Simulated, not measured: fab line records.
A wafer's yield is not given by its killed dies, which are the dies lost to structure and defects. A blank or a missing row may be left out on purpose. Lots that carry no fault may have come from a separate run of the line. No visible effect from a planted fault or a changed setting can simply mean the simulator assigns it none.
Matching of chambers | flow gf180mcu | pecvd-01 running GF_V2_CVD_02: 3 sister chambers
The step deposits SiO2 from TEOS, target thk 850 nm, time 94.851 s. 6 wafers are shown with their chamber, then 7 later ones without.

## EACH WAFER AND ITS CHAMBER
wafer  | chamber | heater power w (W)
L308.2 | 2       | 520
L313.1 | 1       | 631
L313.2 | 0       | 651
L313.4 | 2       | 598
L314.1 | 0       | 571
L314.3 | 1       | 600

## WAFERS WHOSE CHAMBER IS MISSING
wafer  | heater power w (W)
L314.6 | 666
L324.2 | 499
L324.3 | 679
L324.5 | 626
L327.2 | 610
L327.3 | 627
L327.4 | 649

## THE CHAMBER EACH PASSED THROUGH
wafer  | from the rows above          | in truth
L314.6 | can't be placed: 1 or 0 or 2 | 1
L324.2 | can't be placed: 2 or 0 or 1 | 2
L324.3 | can't be placed: 1 or 0 or 2 | 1
L324.5 | can't be placed: 1 or 0 or 2 | 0
L327.2 | can't be placed: 0 or 1 or 2 | 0
L327.3 | can't be placed: 1 or 0 or 2 | 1
L327.4 | can't be placed: 1 or 0 or 2 | 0
Correctly placed: 0 of 7. Can't be placed from these rows: 7 (the true chamber is among the candidates in 7). Wrongly placed: 0.
How it was worked out, from the rows above alone: a wafer's distance from a chamber is the root of the sum, over the readings, of the square of ((its reading less the chamber's mean) divided by the reading's scatter). If the next closest chamber is less than 2 further off than the closest, the wafer can't be placed; otherwise it belongs to the closest. A chamber's mean is the mean of its shown wafers. The scatter is the square root of a quotient: the sum, over the shown wafers, of each reading's squared deviation from its chamber's mean, divided by wafers minus chambers.
